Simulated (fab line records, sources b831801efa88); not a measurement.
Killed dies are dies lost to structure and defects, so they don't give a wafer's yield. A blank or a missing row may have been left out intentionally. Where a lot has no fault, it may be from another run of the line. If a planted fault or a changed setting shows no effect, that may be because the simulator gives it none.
Which tool was responsible? ; flow sky130 ; 33 wafers from 11 lots sampled at 2 of the route's 708 steps

WHAT EACH GAUGE READ, for each wafer
SKY_METAL5_RS_MEAS_05: the measuring method here is four-point-probe. Usual: METAL5_ALCU_RS 0.0272 ohm/sq, standard deviation 0.00034.
lot;measured;on;METAL5_ALCU_RS (ohm/sq);flag
L923;day 43 04:14;film metro-02;0.0279 0.0272 0.0274;
L924;day 43 12:40;film metro-04;0.0272 0.0270 0.0268;
L927;day 44 01:44;film metro-01;0.0271 0.0270 0.0273;
L932;day 45 18:16;film metro-04;0.0276 0.0270 0.0276;
L933;day 46 02:07;film metro-01;0.0273 0.0272 0.0268;
L939;day 47 17:31;film metro-04;0.0273 0.0268 0.0272;
L940;day 47 17:50;film metro-01;0.0267 0.0267 0.0264;
L941;day 47 23:02;film metro-02;0.0270 0.0275 0.0273;
L942;day 47 23:37;film metro-01;0.0268 0.0267 0.0268;
L943;day 48 05:10;film metro-01;0.0271 0.0275 0.0276;
L945;day 48 20:08;film metro-04;0.0270 0.0269 0.0272;

WHAT TOOL EACH LOT RAN ON (gives the tool, then ch and the chambers of the sampled wafers, and finally the start)
lot;SKY_VIA4_SPUTTER_17
L923;pvd sputter-02, day 43 03:23
L924;pvd sputter-03, day 43 11:00
L927;pvd sputter-02, day 44 00:52
L932;pvd sputter-03, day 45 17:24
L933;pvd sputter-02, day 46 01:16
L939;pvd sputter-03, day 47 16:06
L940;pvd sputter-04, day 47 16:11
L941;pvd sputter-03, day 47 22:08
L942;pvd sputter-02, day 47 22:43
L943;pvd sputter-03, day 48 04:17
L945;pvd sputter-03, day 48 19:16
- SKY_VIA4_SPUTTER_17: material TiN, target thk 20 nm, time 80 s.

WHAT THE TOOLS THEMSELVES READ (means of the sampled wafers that have a number; where no wafer has one, the mark that the record gives instead)
SKY_VIA4_SPUTTER_17. Usual: cathode dc power W 3999.9 W, standard deviation 0.7; throttle valve pct 29.7 %, standard deviation 1.5.
lot;tool;cathode dc power W (W);throttle valve pct (%);flag
L923;pvd sputter-02;4000.0;29.3;
L924;pvd sputter-03;4000.0;28.9;
L927;pvd sputter-02;4000.2;28.4;
L932;pvd sputter-03;3999.6;28.9;
L933;pvd sputter-02;3999.7;29.3;
L939;pvd sputter-03;3999.3;29.9;
L940;pvd sputter-04;3999.3;31.1;
L941;pvd sputter-03;4000.6;29.6;
L942;pvd sputter-02;3999.7;30.8;
L943;pvd sputter-03;3999.7;29.5;
L945;pvd sputter-03;3999.0;29.5;

THE ANSWER, worked out from the rows above alone
Rule: a lot is off if the mean of its wafers that have a number lies more than 3 standard deviations from the usual mean. A lot without any number at a reading at which 4 lots or more have one is off too. Where the step has rows for the other lots, those lots are counted as sound. First the gauges in route order, then the tools' own readings, where a lot's mean is used as printed above. The first step at which some lot is off is used, and at that step the reading that is off furthest; a lot without a number counts as furthest.
None of the lots is off at any reading shown; this tells nothing.

WHAT WAS PUT IN BY THE SIMULATOR
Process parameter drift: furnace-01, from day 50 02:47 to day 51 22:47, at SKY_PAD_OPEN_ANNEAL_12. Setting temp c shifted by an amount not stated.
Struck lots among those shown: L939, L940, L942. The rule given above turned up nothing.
